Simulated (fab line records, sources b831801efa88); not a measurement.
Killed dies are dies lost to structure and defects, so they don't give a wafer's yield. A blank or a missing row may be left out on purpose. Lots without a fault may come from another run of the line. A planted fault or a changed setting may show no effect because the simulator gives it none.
fab line records | flow gf180mcu
record lots=14 wafers=42 last_day=34
route steps=602 shown NSD@243 PSD@257 SAB@274 SALICIDE@282
lots that met no fault: from a run of the same line without faults
start_h: hours from the record's first day to the start of the lot's first wafer shown | wait_h: hours since the lot's step before | " the same as in the row above | L1.1+2: a row that stands for several wafers | - no value, or no start given | * or withheld: withheld | < > ~ a bound
route shown NAME@n: a module of which the file shows steps, and the number in the route of the first | usual: mean/standard deviation of fault-free wafers | same: alike in all rows | chamber/n: place in a boat | sites: the reading at each site | _std_site: their standard deviation | _edge_site: outer sites' mean less inner sites' | radius_mm: how far each site lies from the wafer's centre | mask NAME#n: copy n | behind: the tool/chamber that last shaped the wafer | hold: why the lot was held/for how many hours/how that ended | device: the transistor (n, p or np) that didn't switch | end of line: the same wafers' tests at the end of the route | a step without rows: its recipe alone | killed: dies lost to structure and defects at the first sort, not the wafer's yield | map: a wafer's dies, x killed, . not, _ none there
set.NAME: the setting as run; set.NAME@STEP: as run at that earlier step | model.NAME: the simulator's own value behind a step, which no gauge read
steps of the route over a sample of lots; a table a step, a row a wafer
services: from which hour (start_h, from the record's first day; less than 0 if before it) a tool's chamber was out of use, for how many hours, and why
## steps
# step GF_NSD_OVL_MEAS_08
# usual NSD_OVL=0.2/1.5
# columns lot.wafer tool chamber start_h wait_h NSD_OVL[nm]
L295.3 overlay-02 - 300.62 0.1 2.0
L295.4 " - " " 1.9
L295.5 " - " " 1.3
L297.1 overlay-02 - 315.09 0.1 -0.5
L297.2 " - " " -0.5
L297.4 " - " " -0.1
L299.3 overlay-02 - 329.92 0.1 1.7
L299.4 " - " " 2.4
L299.6 " - " " 2.9
L300.1 overlay-02 - 333.85 0.1 -1.6
L300.4 " - " " -1.1
L300.5 " - " " 0.0
L302.2 overlay-01 - 354.76 0.1 -1.1
L302.4 " - " " -2.0
L302.5 " - " " -1.2
L303.1 overlay-02 - 364.06 0.1 -0.3
L303.2 " - " " -0.1
L303.5 " - " " 0.9
L305.4 overlay-01 - 385.33 0.1 -0.6
L305.5 " - " " 0.3
L305.6 " - " " 0.5
L309.1 overlay-01 - 420.14 0.1 -1.8
L309.4 " - " " 0.0
L309.6 " - " " -0.6
L310.3 overlay-02 - 430.21 0.1 1.4
L310.4 " - " " 1.0
L310.5 " - " " 1.1
L311.4 overlay-02 - 433.96 0.1 0.6
L311.5 " - " " 0.9
L311.6 " - " " 1.0
L312.4 overlay-01 - 438.82 0.1 -0.2
L312.5 " - " " -1.0
L312.6 " - " " -0.7
L314.1 overlay-01 - 452.25 0.1 -1.3
L314.3 " - " " -1.0
L314.6 " - " " 0.4
L315.2 overlay-02 - 460.86 0.1 2.3
L315.3 " - " " 0.6
L315.6 " - " " 1.0
L318.4 overlay-01 - 488.67 0.1 -4.4
L318.5 " - " " -4.9
L318.6 " - " " -1.9
# step GF_PSD_IMPLANT_09
# recipe species=BF2 energy_kev=40 dose_cm2=1.5e+15 tilt_deg=7
# usual tilt_deg=7.000/0.017
# columns lot.wafer tool chamber start_h wait_h tilt_deg
L295.3 implanter-04 0 322.04 0.1 7.007
L295.4 " 0 " " 6.999
L295.5 " 0 " " 7.042
L297.1 implanter-02 0 336.11 0.0 6.986
L297.2 " 0 " " 6.998
L297.4 " 0 " " 6.999
L299.3 implanter-01 0 351.64 0.1 7.007
L299.4 " 0 " " 6.997
L299.6 " 0 " " 7.024
L300.1 implanter-01 0 355.16 0.0 4.851
L300.4 " 0 " " 4.827
L300.5 " 0 " " 4.838
L302.2 implanter-04 0 376.63 0.0 7.014
L302.4 " 0 " " 6.989
L302.5 " 0 " " 6.989
L303.1 implanter-01 0 386.56 0.0 4.830
L303.2 " 0 " " 4.834
L303.5 " 0 " " 4.815
L305.4 implanter-02 0 409.21 0.1 6.992
L305.5 " 0 " " 6.990
L305.6 " 0 " " 7.007
L309.1 implanter-01 0 444.56 0.0 6.979
L309.4 " 0 " " 6.967
L309.6 " 0 " " 6.987
L310.3 implanter-01 0 454.41 0.1 6.994
L310.4 " 0 " " 6.997
L310.5 " 0 " " 7.002
L311.4 implanter-04 0 458.88 0.1 6.993
L311.5 " 0 " " 6.982
L311.6 " 0 " " 7.023
L312.4 implanter-04 0 463.21 0.1 6.978
L312.5 " 0 " " 7.005
L312.6 " 0 " " 7.011
L314.1 implanter-04 0 477.44 0.0 7.028
L314.3 " 0 " " 6.975
L314.6 " 0 " " 6.988
L315.2 implanter-04 0 485.23 0.0 7.014
L315.3 " 0 " " 6.996
L315.6 " 0 " " 7.020
L318.4 implanter-01 0 512.23 0.1 7.024
L318.5 " 0 " " 7.031
L318.6 " 0 " " 7.022
# step GF_PSD_RS_MEAS_15
# recipe thk_meas_gauge=four-point-probe
# usual PSD_RS=108.74/0.3
# columns lot.wafer tool chamber start_h wait_h PSD_RS[ohm/sq]
L295.3 film_metro-04 - 322.59 0.1 108.79
L295.4 " - " " 108.65
L295.5 " - " " 109.12
L297.1 film_metro-04 - 336.68 0.1 108.22
L297.2 " - " " 108.47
L297.4 " - " " 108.62
L299.3 film_metro-03 - 352.19 0.1 108.79
L299.4 " - " " 109.19
L299.6 " - " " 108.69
L300.1 film_metro-02 - 355.72 0.1 110.22
L300.4 " - " " 110.91
L300.5 " - " " 110.64
L302.2 film_metro-03 - 377.19 0.1 108.76
L302.4 " - " " 108.64
L302.5 " - " " 108.70
L303.1 film_metro-03 - 387.13 0.1 110.86
L303.2 " - " " 110.52
L303.5 " - " " 110.75
L305.4 film_metro-04 - 409.81 0.1 108.19
L305.5 " - " " 108.53
L305.6 " - " " 108.87
L309.1 film_metro-03 - 445.13 0.1 108.80
L309.4 " - " " 108.70
L309.6 " - " " 109.01
L310.3 film_metro-04 - 454.97 0.1 109.00
L310.4 " - " " 109.27
L310.5 " - " " 109.15
L311.4 film_metro-02 - 459.43 0.1 109.00
L311.5 " - " " 108.94
L311.6 " - " " 109.48
L312.4 film_metro-02 - 463.77 0.1 108.89
L312.5 " - " " 108.70
L312.6 " - " " 108.59
L314.1 film_metro-02 - 478.01 0.1 108.92
L314.3 " - " " 108.85
L314.6 " - " " 108.80
L315.2 film_metro-04 - 485.84 0.1 108.26
L315.3 " - " " 108.51
L315.6 " - " " 108.90
L318.4 film_metro-02 - 512.78 0.1 109.19
L318.5 " - " " 108.61
L318.6 " - " " 108.52
# step GF_SAB_OVL_MEAS_10
# usual SAB_OVL=-0.2/1.5
# columns lot.wafer tool chamber start_h wait_h SAB_OVL[nm]
L295.3 overlay-02 - 343.62 0.1 1.6
L295.4 " - " " 0.0
L295.5 " - " " 1.7
L297.1 overlay-02 - 358.99 0.1 0.2
L297.2 " - " " -0.4
L297.4 " - " " 0.5
L299.3 overlay-01 - 373.36 0.1 -0.7
L299.4 " - " " -0.6
L299.6 " - " " -0.3
L300.1 overlay-02 - 377.47 0.1 1.7
L300.4 " - " " 3.4
L300.5 " - " " 2.5
L302.2 overlay-01 - 399.88 0.1 1.7
L302.4 " - " " -0.1
L302.5 " - " " 0.7
L303.1 overlay-02 - 410.07 0.1 1.4
L303.2 " - " " 0.0
L303.5 " - " " -0.1
L305.4 overlay-01 - 433.49 0.1 0.0
L305.5 " - " " 0.3
L305.6 " - " " -1.2
L309.1 overlay-02 - 469.74 0.1 -0.7
L309.4 " - " " 0.3
L309.6 " - " " -0.7
L310.3 overlay-01 - 479.15 0.1 1.9
L310.4 " - " " 1.8
L310.5 " - " " 2.0
L311.4 overlay-01 - 484.59 0.1 -2.2
L311.5 " - " " -0.9
L311.6 " - " " -4.1
L312.4 overlay-01 - 488.16 0.1 -2.1
L312.5 " - " " 0.6
L312.6 " - " " -0.2
L314.1 overlay-01 - 501.91 0.1 -0.1
L314.3 " - " " 0.8
L314.6 " - " " 0.3
L315.2 overlay-01 - 509.36 0.1 0.3
L315.3 " - " " 0.1
L315.6 " - " " -1.3
L318.4 overlay-01 - 535.76 0.1 1.1
L318.5 " - " " 0.3
L318.6 " - " " -0.6
# step GF_SALICIDE_RS_MEAS_04
# recipe thk_meas_gauge=four-point-probe reads=TiN_of_SALICIDE_SPUTTER_03+Co_of_SALICIDE_SPUTTER_02
# usual SALICIDE_TIN_RS=16.26/0.27
# columns lot.wafer tool chamber start_h wait_h SALICIDE_TIN_RS[ohm/sq]
L295.3 film_metro-04 - 344.20 0.1 16.48
L295.4 " - " " 16.13
L295.5 " - " " 16.39
L297.1 film_metro-01 - 359.42 0.0 16.11
L297.2 " - " " 16.43
L297.4 " - " " 15.98
L299.3 film_metro-02 - 373.81 0.1 16.12
L299.4 " - " " 16.43
L299.6 " - " " 16.09
L300.1 film_metro-04 - 377.91 0.0 15.94
L300.4 " - " " 15.64
L300.5 " - " " 15.67
L302.2 film_metro-02 - 400.32 0.0 16.60
L302.4 " - " " 16.66
L302.5 " - " " 16.61
L303.1 film_metro-04 - 410.64 0.0 16.55
L303.2 " - " " 16.25
L303.5 " - " " 16.58
L305.4 film_metro-04 - 434.01 0.1 16.04
L305.5 " - " " 16.44
L305.6 " - " " 16.27
L309.1 film_metro-02 - 470.18 0.0 16.12
L309.4 " - " " 16.55
L309.6 " - " " 16.59
L310.3 film_metro-04 - 479.62 0.1 16.23
L310.4 " - " " 16.51
L310.5 " - " " 16.48
L311.4 film_metro-01 - 485.11 0.1 16.43
L311.5 " - " " 16.12
L311.6 " - " " 16.15
L312.4 film_metro-01 - 488.63 0.1 16.61
L312.5 " - " " 16.25
L312.6 " - " " 16.25
L314.1 film_metro-01 - 502.35 0.0 16.27
L314.3 " - " " 16.16
L314.6 " - " " 16.09
L315.2 film_metro-02 - 509.81 0.0 16.21
L315.3 " - " " 16.80
L315.6 " - " " 16.62
L318.4 film_metro-01 - 536.24 0.1 16.55
L318.5 " - " " 16.53
L318.6 " - " " 16.56
## services
# columns tool chamber start_h hours kind
implanter-04 - 359.91 3.7 repair
implanter-04 - 429.52 4.1 pm
implanter-02 - 474.64 3.5 repair
implanter-02 - 505.01 3.7 pm
implanter-02 - 511.51 4.7 repair
## key
first_sign step=GF_PSD_IMPLANT_09 reading=tilt_deg direction=down sigmas=99+ usual=7.000 struck=4.832
effect step=GF_PSD_RS_MEAS_15 reading=PSD_RS direction=up sigmas=6.5 usual=108.74 struck=110.65
met_at GF_PSD_IMPLANT_09
struck_lots L300,L303
tester_left_out L300,L303
not_acting_at GF_NSD_OVL_MEAS_08,GF_SAB_OVL_MEAS_10,GF_SALICIDE_RS_MEAS_04
onset_between 351.64 355.16
fault kind=process_parameter_drift tool=implanter-01 chamber=- onset_h=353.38 steps=GF_PSD_IMPLANT_09 channel=tilt_deg offset=-2.1705 shape=step end_h=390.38 acts_in=these_recipes_only stated=7
# tester_left_out: of these lots the tester's yield and bins aren't shown, on N5 and GAA mostly nor the transistor test; their killed dies are dies lost to structure and defects alone, not to doping, threshold or leakage, so they don't give the yield
